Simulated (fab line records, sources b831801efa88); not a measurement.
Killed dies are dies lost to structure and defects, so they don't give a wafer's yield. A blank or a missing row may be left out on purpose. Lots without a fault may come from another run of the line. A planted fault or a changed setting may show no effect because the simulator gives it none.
A struck lot beside a sound one | flow gf180mcu | 20 steps out of a route of 602
Sound: wafers L702.2, L702.4, L702.5. Struck: wafers L706.2, L706.4, L706.5. The cause comes at the end.
At each step with rows: each side's tool, then ch and its chambers, then its first start. Under that, the readings that differ: sound wafers | struck wafers | difference of the means | sigmas: that difference in standard deviations of wafers without a fault.
alike: readings whose means differ by less than 2 such deviations, and words and numbers that are the same on both sides. not compared: withheld readings, readings that some wafer has no value for, bounds like >300 that may hide the same value, and numbers for which the record gives no deviation and whose values overlap.
The two part at a step that has a row with sigmas, a row that says differs or no value, or rows on one side only. Numbers that don't overlap but have no deviation are shown without sigmas and don't part them. A reading that every wafer of one side lacks parts them only if that side has two wafers or more.

first, 2 steps without rows for these wafers: GF_M3_CLEAN_19 (cleans in DIW); GF_V3_CVD_00 (deposits SiO2, target thk 600 nm, time 100 s).
GF_V3_THK_MEAS_01:
  sound on film_metro-02, day 24 01:47; struck on film_metro-04, day 25 19:19
  alike: V3_CVD_00_THK
GF_V3_CVD_02: deposits SiO2 from TEOS, target thk 850 nm, time 94.851 s.
  sound on pecvd-01 ch 0,1, day 24 01:50; struck on pecvd-03 ch 0,1,2, day 25 19:22
  alike: heater_power_w
GF_V3_THK_MEAS_03:
  sound on film_metro-02, day 24 01:55; struck on film_metro-03, day 25 19:26
  alike: V3_CVD_02_THK
GF_V3_CMP_04: polishes SiO2.
  sound on cmp-01 ch 1,2,3, day 24 02:01; struck on cmp-02 ch 0,1, day 25 19:32
  alike: motor_current_A, time_to_endpoint_s
GF_V3_BOW_MEAS_05:
  sound on film_metro-02, day 24 02:17; struck on film_metro-03, day 25 19:49
  alike: V3_BOW
then, 5 steps without rows for these wafers: GF_V3_DEHYDRATE_06 (time 60 s); GF_V3_HMDS_07 (prime time 60 s); GF_V3_COAT_08; GF_V3_COAT_09 (resist thk 1000 nm); GF_V3_SOFTBAKE_10 (time 60 s).
GF_V3_EXPOSE_11: exposes mask Via3, target cd 260 nm.
  sound on krf_scanner-01 ch 0, day 24 13:05; struck on krf_scanner-02 ch 0, day 26 06:40
  alike: mask
then, 2 steps without rows for these wafers: GF_V3_PEB_12 (peb time 90 s); GF_V3_DEVELOP_13 (develop time 60 s).
GF_V3_CD_MEAS_14: target cd 260 nm.
  sound on cd_sem-02, day 24 23:11; struck on cd_sem-02, day 26 16:38
  reading    | sound             | struck            | difference | sigmas
  cd_nm (nm) | 259.5 260.6 259.6 | 263.1 262.9 263.3 | +3.2       | +3
GF_V3_OVL_MEAS_15:
  sound on overlay-01, day 24 23:17; struck on overlay-01, day 26 16:44
  alike: V3_OVL
GF_V3_ETCH_16: etches BARC in N2/H2.
  sound on rie_diel-01 ch 0,1,2, day 24 23:19; struck on rie_diel-02 ch 0,1,2, day 26 16:46
  alike: drypump_motor_current_A, oes_product_au, throttle_valve_pct
GF_V3_ETCH_17: etches SiO2 in C4F8/O2/Ar, stops on TiN, target depth 635 nm.
  sound on rie_diel-01 ch 0,1,2; struck on rie_diel-02 ch 0,1,2
  reading             | sound             | struck            | difference | sigmas
  model.V3.cd_nm (nm) | 260.2 260.4 259.3 | 263.8 264.6 264.4 | +4.3       |
  alike: oes_product_au
GF_V3_STRIP_18: strips in O2/N2.
  sound on plasma_asher-03 ch 0,1, day 24 23:26; struck on plasma_asher-03 ch 0,1, day 26 16:54
  alike: drypump_motor_current_A, heater_power_w, oes_product_au
  not compared: rf_hours_counter_h

WHERE THEY PART
Only at GF_V3_CD_MEAS_14, within this record. Later steps at which nothing parts them and some readings are alike: GF_V3_OVL_MEAS_15, GF_V3_ETCH_16, GF_V3_ETCH_17, GF_V3_STRIP_18.

WHY: what the simulator had put in
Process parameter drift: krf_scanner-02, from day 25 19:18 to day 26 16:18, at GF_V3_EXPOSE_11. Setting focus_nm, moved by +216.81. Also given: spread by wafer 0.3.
